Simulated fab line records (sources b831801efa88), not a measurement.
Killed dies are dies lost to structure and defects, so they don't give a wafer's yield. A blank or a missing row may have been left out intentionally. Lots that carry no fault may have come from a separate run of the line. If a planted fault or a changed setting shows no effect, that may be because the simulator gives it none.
Check for tools in common    flow gf180mcu    Sample size 13 lots and 39 wafers

== REASON IT WAS OPENED ==
At GF_VT_IMPLANT_RS_MEAS_48 the reading LVPWELL_RS is flagged on 2 of 13 lots. Wafers without a fault read 1197.1 ohm/sq, standard deviation 2.5.
Rule: a lot is flagged in two cases, either no wafer of it has a number, or all its wafers with numbers fall more than 4 standard deviations from that mean. All remaining lots are regarded as sound.

lot   measured      on            LVPWELL_RS (ohm/sq), wafer by wafer  flag
L266  day 7 14:26   filmMetro-02  1197.5 1202.3 1199.0                 
L267  day 7 20:41   filmMetro-02  1194.6 1193.9 1193.7                 
L268  day 7 22:53   filmMetro-02  1197.6 1198.4 1200.7                 
L269  day 8 06:00   filmMetro-04  1195.5 1199.5 1196.0                 
L270  day 8 16:01   filmMetro-04  1196.4 1197.6 1199.2                 
L272  day 9 03:44   filmMetro-03  1195.1 1195.9 1194.4                 
L273  day 9 11:10   filmMetro-04  1196.1 1198.9 1197.9                 
L274  day 9 18:23   filmMetro-03  1191.8 1196.6 1195.9                 
L275  day 10 02:15  filmMetro-02  1194.4 1194.8 1198.0                 
L277  day 10 16:09  filmMetro-04  1196.3 1193.4 1198.2                 
L280  day 11 10:48  filmMetro-03  1195.6 1196.5 1199.1                 
L284  day 12 13:54  filmMetro-04  1135.0 1132.7 1134.9                 FLAGGED
L289  day 14 01:20  filmMetro-02  1140.1 1135.7 1135.4                 FLAGGED
Average over the flagged lots: 1135.6 ohm/sq; offset from the usual -61.5 ohm/sq, equal to -25 standard deviations.

== WHICH TOOL EACH LOT WENT THROUGH ==
The record holds 2 process steps before the reading, out of a route of 602 steps. Each cell gives the tool, then ch followed by the chambers the sampled wafers passed through, then the start.
lot   flag     GF_LVPWELL_IMPLANT_09           GF_VT_IMPLANT_STRIP_42
L266           implanter-04 ch 0, day 3 22:07  plasmaAsher-04 ch 0,1, day 7 13:52
L267           implanter-04 ch 0, day 4 02:57  plasmaAsher-03 ch 0,1, day 7 20:07
L268           implanter-02 ch 0, day 4 05:59  plasmaAsher-04 ch 0,1, day 7 22:20
L269           implanter-01 ch 0, day 4 11:58  plasmaAsher-02 ch 0,1, day 8 05:26
L270           implanter-01 ch 0, day 4 18:43  plasmaAsher-04 ch 0,1, day 8 15:27
L272           implanter-01 ch 0, day 5 05:43  plasmaAsher-03 ch 0,1, day 9 03:05
L273           implanter-02 ch 0, day 5 12:23  plasmaAsher-03 ch 0,1, day 9 10:36
L274           implanter-02 ch 0, day 5 17:17  plasmaAsher-04 ch 0,1, day 9 17:50
L275           implanter-04 ch 0, day 5 22:38  plasmaAsher-03 ch 0,1, day 10 01:42
L277           implanter-02 ch 0, day 6 11:20  plasmaAsher-02 ch 0,1, day 10 15:36
L280           implanter-02 ch 0, day 7 03:41  plasmaAsher-02 ch 0,1, day 11 10:15
L284  FLAGGED  implanter-02 ch 0, day 8 01:41  plasmaAsher-03 ch 0,1, day 12 13:21
L289  FLAGGED  implanter-02 ch 0, day 9 05:40  plasmaAsher-02 ch 0,1, day 14 00:45
These steps, and what they do:
- GF_LVPWELL_IMPLANT_09
- GF_VT_IMPLANT_STRIP_42: strips in O2/N2.
- GF_VT_IMPLANT_RS_MEAS_48: measures by four-point-probe.

== FLAGGED AGAINST TOTAL, ONE TOOL AT A TIME (gauges that did the reading follow at the end) ==
step                      tool            lots run  flagged  share of the flagged lots  sound lots run after its first flagged lot
GF_LVPWELL_IMPLANT_09     implanter-01    3         0        none                       -
GF_LVPWELL_IMPLANT_09     implanter-02    7         2        all                        0
GF_LVPWELL_IMPLANT_09     implanter-04    3         0        none                       -
GF_VT_IMPLANT_STRIP_42    plasmaAsher-02  4         1        some                       0
GF_VT_IMPLANT_STRIP_42    plasmaAsher-03  5         1        some                       0
GF_VT_IMPLANT_STRIP_42    plasmaAsher-04  4         0        none                       -
GF_VT_IMPLANT_RS_MEAS_48  filmMetro-02    5         1        some                       0
GF_VT_IMPLANT_RS_MEAS_48  filmMetro-03    3         0        none                       -
GF_VT_IMPLANT_RS_MEAS_48  filmMetro-04    5         1        some                       0

== WHAT THE TABLE ALLOWS ==
1 row of the table ran every flagged lot: implanter-02 at GF_LVPWELL_IMPLANT_09.
- implanter-02 at GF_LVPWELL_IMPLANT_09: 2 of its 7 lots flagged. A fault beginning between L280 (day 7 03:41), its last sound lot, and L284 (day 8 01:41), its first flagged one, fits the data. Its own readings (doseIonsCm2, faradayCurrentUA) fall more than 4 standard deviations out on all wafers of the flagged lots.
One tool is left: implanter-02 at GF_LVPWELL_IMPLANT_09.

== WHAT THE SIMULATOR HAD PUT IN ==
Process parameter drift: implanter-02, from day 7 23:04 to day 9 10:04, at GF_LVPWELL_IMPLANT_09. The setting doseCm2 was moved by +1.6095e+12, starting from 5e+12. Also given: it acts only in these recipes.
Lots struck among those shown: L284, L289. The rule above found the same.
